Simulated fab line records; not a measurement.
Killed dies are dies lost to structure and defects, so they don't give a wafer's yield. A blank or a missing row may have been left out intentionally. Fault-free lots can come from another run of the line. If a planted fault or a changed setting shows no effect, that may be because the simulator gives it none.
Which tool is to blame? ; flow sfq_line ; 36 wafers from 12 lots sampled at 4 of the route's 325 steps

== WHAT EACH GAUGE READ, for each wafer ==
SFQ_R5_THK_MEAS_934: measures by xrf.
lot;measured;on;R5_MONX_THK (nm)
L838;day 50 03:55;film_metro-04;41.4 40.6 40.4
L839;day 50 10:51;film_metro-03;41.1 41.2 41.1
L840;day 50 13:44;film_metro-03;40.0 41.0 40.1
L841;day 50 15:32;film_metro-03;40.6 41.0 40.9
L842;day 50 19:11;film_metro-03;41.2 41.4 41.2
L843;day 51 05:15;film_metro-03;40.6 41.0 40.6
L844;day 58 02:41;film_metro-03;40.5 40.1 41.2
L845;day 58 03:52;film_metro-02;40.7 41.1 41.2
L846;day 64 00:12;film_metro-04;40.5 40.3 41.2
L854;day 64 22:30;film_metro-03;43.6 43.2 43.3
L857;day 65 21:12;film_metro-03;42.9 43.5 43.6
L858;day 66 00:13;film_metro-03;43.9 43.9 43.2

SFQ_R5_OVL_MEAS_935.
lot;measured;on;R5_OVL (nm)
L838;day 51 00:44;overlay-02;-8 -9 -4
L839;day 51 01:56;overlay-02;-3 -10 -10
L840;day 51 03:08;overlay-02;1 -3 -8
L841;day 51 05:23;overlay-01;-8 -4 -4
L842;day 51 06:36;overlay-01;-2 -2 -2
L843;day 51 07:47;overlay-01;11 5 9
L844;day 58 05:45;overlay-02;6 -1 -5
L845;day 58 06:56;overlay-02;5 0 1
L846;day 64 02:31;overlay-02;-5 -2 -11
L854;day 65 00:48;overlay-01;6 3 7
L857;day 70 18:30;overlay-02;2 -4 0
L858;day 70 22:07;overlay-01;4 1 1

SFQ_I5_OVL_MEAS_936.
lot;measured;on;I5_OVL (nm)
L838;day 56 12:18;overlay-02;-4 -4 -18
L839;day 56 14:43;overlay-02;3 7 9
L840;day 56 18:18;overlay-01;4 6 10
L841;day 56 20:42;overlay-01;-7 -1 -3
L842;day 56 21:55;overlay-02;6 -5 -7
L843;day 56 23:06;overlay-01;1 0 0
L844;day 58 08:57;overlay-02;-5 2 -2
L845;day 58 10:10;overlay-01;8 6 12
L846;day 64 06:43;overlay-02;-2 7 1
L854;day 69 18:31;overlay-02;3 -9 -4
L857;day 73 18:02;overlay-02;-1 4 -4
L858;day 73 20:27;overlay-02;1 1 -3

== TOOL THAT RAN EACH LOT (tool first, then ch and the chambers of the sampled wafers, then the start) ==
lot;SFQ_TRILAYER_JJ_TRILAYER_DEP_SPUTTER_110
L838;pvd_sputter-03, day 43 23:08
L839;pvd_sputter-05, day 44 14:37
L840;pvd_sputter-03, day 44 16:08
L841;pvd_sputter-06, day 44 18:28
L842;pvd_sputter-03, day 44 19:07
L843;pvd_sputter-06, day 44 22:43
L844;pvd_sputter-06, day 51 23:59
L845;pvd_sputter-05, day 52 02:22
L846;pvd_sputter-03, day 52 06:31
L854;pvd_sputter-03, day 53 17:53
L857;pvd_sputter-06, day 60 12:49
L858;pvd_sputter-03, day 60 16:25
- SFQ_TRILAYER_JJ_TRILAYER_DEP_SPUTTER_110: material Al, target thk 8 nm, time 10 s.

== WHAT THE TOOLS THEMSELVES READ (means of the sampled wafers that have a number; where no wafer has one, the mark that the record gives instead) ==
SFQ_TRILAYER_JJ_TRILAYER_DEP_SPUTTER_110.
lot;tool;throttle_valve_pct (%)
L838;pvd_sputter-03;29.4
L839;pvd_sputter-05;29.6
L840;pvd_sputter-03;30.1
L841;pvd_sputter-06;29.3
L842;pvd_sputter-03;29.8
L843;pvd_sputter-06;29.7
L844;pvd_sputter-06;29.6
L845;pvd_sputter-05;30.4
L846;pvd_sputter-03;30.0
L854;pvd_sputter-03;29.5
L857;pvd_sputter-06;29.4
L858;pvd_sputter-03;30.5

== THE ANSWER, worked out from the rows above alone ==
Rule: the lots themselves supply what counts as usual. Put in order of their means at a reading, lots are off if they are a third of the lots or fewer, leave a main group of 4 or more, and stand apart from it by a gap of 3 or more times the standard deviation of the main group's means; of several such gaps the widest counts. The tables above print the reading to a certain number of digits; a main group whose means all agree to those digits is not used. A lot without any number at a reading at which 4 lots or more have one is off too. Where the step has rows for the other lots, those lots are counted as sound. Order of review: gauges by route order, followed by the tools' own readings, for which a lot's mean as printed above is used. The first step at which some lot is off is used, and at that step the reading that is off furthest; a lot without a number counts as furthest.
Off: L854, L857, L858, seen at SFQ_R5_THK_MEAS_934 (R5_MONX_THK). The main group has a mean of 40.8 nm with a standard deviation of 0.26.
A tool fits if, at a process step before that reading, it ran every lot that is off, and no sound lot after the first of them. Those tools and the gauges at SFQ_R5_THK_MEAS_934 are tried in the same way. One fits: film_metro-03 at SFQ_R5_THK_MEAS_934. Its last sound lot is L844 (day 58 02:41), its first lot that is off L854 (day 64 22:30): a fault that began between those two fits.

== WHAT THE SIMULATOR PUT IN ==
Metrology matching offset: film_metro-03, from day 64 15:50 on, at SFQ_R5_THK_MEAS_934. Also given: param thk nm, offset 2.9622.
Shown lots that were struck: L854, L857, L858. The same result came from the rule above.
